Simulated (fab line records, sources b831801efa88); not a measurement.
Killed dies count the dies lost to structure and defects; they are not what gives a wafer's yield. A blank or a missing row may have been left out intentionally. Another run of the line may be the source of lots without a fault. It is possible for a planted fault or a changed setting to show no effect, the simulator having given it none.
Which tool is to blame? -- flow sky130 -- 12 lots, 36 wafers sampled, at 5 steps of a route of 708

## WHAT THE GAUGES READ, wafer by wafer
SKY_NWELL_OVL_MEAS_10. Usual: NWELL_00_OVL -0.3 nm, standard deviation 1.4.
lot,measured,on,NWELL_00_OVL (nm),flag
L374,day 4 18:53,overlay-02,2.5 -2.0 -0.5,
L377,day 5 16:28,overlay-02,1.0 0.3 0.3,
L379,day 6 02:55,overlay-01,- - -,OFF
L380,day 6 08:35,overlay-01,- - -,OFF
L382,day 6 19:38,overlay-02,0.7 0.2 0.1,
L386,day 7 19:31,overlay-01,-2.1 -0.8 -2.2,
L387,day 8 01:05,overlay-02,-1.0 0.2 -1.9,
L389,day 8 11:26,overlay-01,-0.8 -0.4 -0.7,
L391,day 9 03:17,overlay-02,-4.0 -1.8 -2.0,
L392,day 9 08:07,overlay-02,1.5 0.4 2.2,
L393,day 9 12:38,overlay-01,-0.3 -0.8 0.4,
L396,day 10 07:01,overlay-01,-0.2 -1.3 -2.1,

## WHICH TOOL RAN EACH LOT (tool, then ch and the chambers of the sampled wafers, then the start)
lot,SKY_FIELD_ISO_STRIP_16,SKY_FIELD_ISO_ETCH_17,SKY_DNWELL_STRIP_08,SKY_NWELL_DEVELOP_09
L374,"plasma-asher-01 ch 0,1, day 2 09:47","rie-si-01 ch 0,1,3, day 2 09:51","plasma-asher-02 ch 0,1, day 3 09:02","litho-track-01 ch 0, day 4 18:00"
L377,"plasma-asher-01 ch 1, day 3 03:20","rie-si-02 ch 0,1,3, day 3 03:26","plasma-asher-04 ch 0,1, day 4 05:22","litho-track-01 ch 0, day 5 16:00"
L379,"plasma-asher-04 ch 0,1, day 3 14:08","rie-si-02 ch 0,2,3, day 3 14:14","plasma-asher-03 ch 0,1, day 4 14:22","litho-track-01 ch 0, day 6 02:00"
L380,"plasma-asher-02 ch 0,1, day 3 20:13","rie-si-02 ch 0,1, day 3 20:17","plasma-asher-03 ch 0,1, day 4 20:25","litho-track-01 ch 0, day 6 08:00"
L382,"plasma-asher-01 ch 0,1, day 4 04:17","rie-si-01 ch 0,1,3, day 4 04:21","plasma-asher-03 ch 0,1, day 5 06:07","litho-track-04 ch 0, day 6 19:00"
L386,"plasma-asher-02 ch 0, day 5 03:35","rie-si-02 ch 2,3, day 5 03:41","plasma-asher-04 ch 0,1, day 6 04:02","litho-track-04 ch 0, day 7 19:00"
L387,"plasma-asher-04 ch 0,1, day 5 08:29","rie-si-01 ch 1,2, day 5 08:35","plasma-asher-02 ch 0,1, day 6 09:05","litho-track-02 ch 0, day 8 00:00"
L389,"plasma-asher-04 ch 0,1, day 5 18:44","rie-si-01 ch 0,1,3, day 5 18:50","plasma-asher-04 ch 0,1, day 6 18:50","litho-track-02 ch 0, day 8 11:00"
L391,"plasma-asher-02 ch 0,1, day 6 02:47","rie-si-02 ch 0,1, day 6 02:53","plasma-asher-04 ch 0,1, day 7 10:10","litho-track-02 ch 0, day 9 03:00"
L392,"plasma-asher-04 ch 0,1, day 6 07:14","rie-si-02 ch 1,2,3, day 6 07:20","plasma-asher-04 ch 1, day 7 13:58","litho-track-01 ch 0, day 9 07:00"
L393,"plasma-asher-02 ch 0,1, day 6 14:22","rie-si-01 ch 1,2,3, day 6 14:26","plasma-asher-03 ch 0,1, day 7 18:41","litho-track-01 ch 0, day 9 12:00"
L396,"plasma-asher-01 ch 0,1, day 7 05:56","rie-si-02 ch 0,2,3, day 7 06:02","plasma-asher-04 ch 0,1, day 8 11:14","litho-track-01 ch 0, day 10 06:00"
- SKY_FIELD_ISO_STRIP_16: strips in O2/N2.
- SKY_FIELD_ISO_ETCH_17: etches Si in HBr/Cl2/O2, target depth 342 nm, time 97.7 s.
- SKY_DNWELL_STRIP_08: strips in O2/N2.
- SKY_NWELL_DEVELOP_09: develop time 60 s.

## AS READ BY THE TOOLS THEMSELVES (means over the sampled wafers that have a number; for cases with no such wafer, the mark the record gives instead)
SKY_FIELD_ISO_STRIP_16. Usual: drypump-motor-current-A 5.6 A, standard deviation 0.4; n2-flow-sccm 300.0 sccm, standard deviation 0.91; o2-flow-sccm 3001 sccm, standard deviation 9.2; oes-product-au 0.378 a.u., standard deviation 0.0048; strip-time-to-endpoint-s 3.54 s, standard deviation 0.049.
lot,tool,drypump-motor-current-A (A),n2-flow-sccm (sccm),o2-flow-sccm (sccm),oes-product-au (a.u.),strip-time-to-endpoint-s (s),flag
L374,plasma-asher-01,5.8,299.6,3001,0.378,3.57,
L377,plasma-asher-01,5.5,299.0,3000,0.376,3.55,
L379,plasma-asher-04,5.5,300.9,3000,0.378,3.54,
L380,plasma-asher-02,5.3,300.1,2996,0.376,3.52,
L382,plasma-asher-01,5.8,301.2,2997,0.376,3.52,
L386,plasma-asher-02,5.0,297.8,3005,0.379,3.54,
L387,plasma-asher-04,5.5,299.8,3006,0.380,3.57,
L389,plasma-asher-04,5.9,300.9,3002,0.372,3.53,
L391,plasma-asher-02,5.3,300.7,3003,0.378,3.54,
L392,plasma-asher-04,5.5,300.1,2993,0.374,3.56,
L393,plasma-asher-02,5.3,299.9,2991,0.375,3.52,
L396,plasma-asher-01,5.8,299.2,3009,0.376,3.55,

SKY_FIELD_ISO_ETCH_17. Usual: drypump-motor-current-A 5.4 A, standard deviation 0.41; oes-product-au 0.994 a.u., standard deviation 0.01; throttle-valve-pct 25.661 %, standard deviation 0.01.
lot,tool,drypump-motor-current-A (A),oes-product-au (a.u.),throttle-valve-pct (%),flag
L374,rie-si-01,5.3,0.997,25.650,
L377,rie-si-02,5.6,0.999,25.658,
L379,rie-si-02,5.3,1.001,25.658,
L380,rie-si-02,5.8,0.998,25.660,
L382,rie-si-01,5.3,0.991,25.660,
L386,rie-si-02,5.0,0.988,25.667,
L387,rie-si-01,5.3,0.990,25.664,
L389,rie-si-01,5.3,0.993,25.666,
L391,rie-si-02,5.9,0.998,25.663,
L392,rie-si-02,5.2,0.998,25.655,
L393,rie-si-01,5.4,1.008,25.649,
L396,rie-si-02,5.3,1.001,25.655,

SKY_DNWELL_STRIP_08. Usual: drypump-motor-current-A 5.7 A, standard deviation 0.51; n2-flow-sccm 300.2 sccm, standard deviation 0.83; o2-flow-sccm 3000 sccm, standard deviation 10; oes-product-au 0.722 a.u., standard deviation 0.0046; strip-time-to-endpoint-s 36.90 s, standard deviation 0.093.
lot,tool,drypump-motor-current-A (A),n2-flow-sccm (sccm),o2-flow-sccm (sccm),oes-product-au (a.u.),strip-time-to-endpoint-s (s),flag
L374,plasma-asher-02,5.2,300.1,2985,0.721,37.01,
L377,plasma-asher-04,5.5,300.9,2992,0.730,36.97,
L379,plasma-asher-03,6.0,299.8,2999,0.725,36.99,
L380,plasma-asher-03,6.3,300.9,3003,0.721,36.85,
L382,plasma-asher-03,6.3,300.3,3009,0.722,36.85,
L386,plasma-asher-04,5.5,300.7,3001,0.723,36.72,
L387,plasma-asher-02,5.2,299.7,2996,0.721,36.96,
L389,plasma-asher-04,5.9,300.3,3004,0.719,36.86,
L391,plasma-asher-04,5.9,300.1,3004,0.724,36.85,
L392,plasma-asher-04,5.2,299.0,3006,0.725,36.91,
L393,plasma-asher-03,6.2,300.0,2999,0.718,36.77,
L396,plasma-asher-04,5.8,299.5,3007,0.723,37.03,

## THE ANSWER, worked out from the rows above alone
Rule: a lot counts as off when the mean over its wafers that have a number is more than 3 standard deviations away from the usual mean. A lot without any number at a reading at which 4 lots or more have one is off too. Any other lot the step has rows for is counted as sound. Order of review: gauges by route order, followed by the tools' own readings, for which a lot's mean as printed above is used. At the first step where some lot is off, the reading lying furthest off is the one used; lots without a number count as furthest.
Off: at SKY_NWELL_OVL_MEAS_10 (NWELL_00_OVL), L379, L380. Without a number there: L379, L380.
A tool fits if, at a process step before that reading, it ran every lot that is off, and no sound lot after the first of them. Gauges at SKY_NWELL_OVL_MEAS_10: tried the same way as those tools. No candidate that was tried fits.

## WHAT HAD BEEN PUT IN BY THE SIMULATOR
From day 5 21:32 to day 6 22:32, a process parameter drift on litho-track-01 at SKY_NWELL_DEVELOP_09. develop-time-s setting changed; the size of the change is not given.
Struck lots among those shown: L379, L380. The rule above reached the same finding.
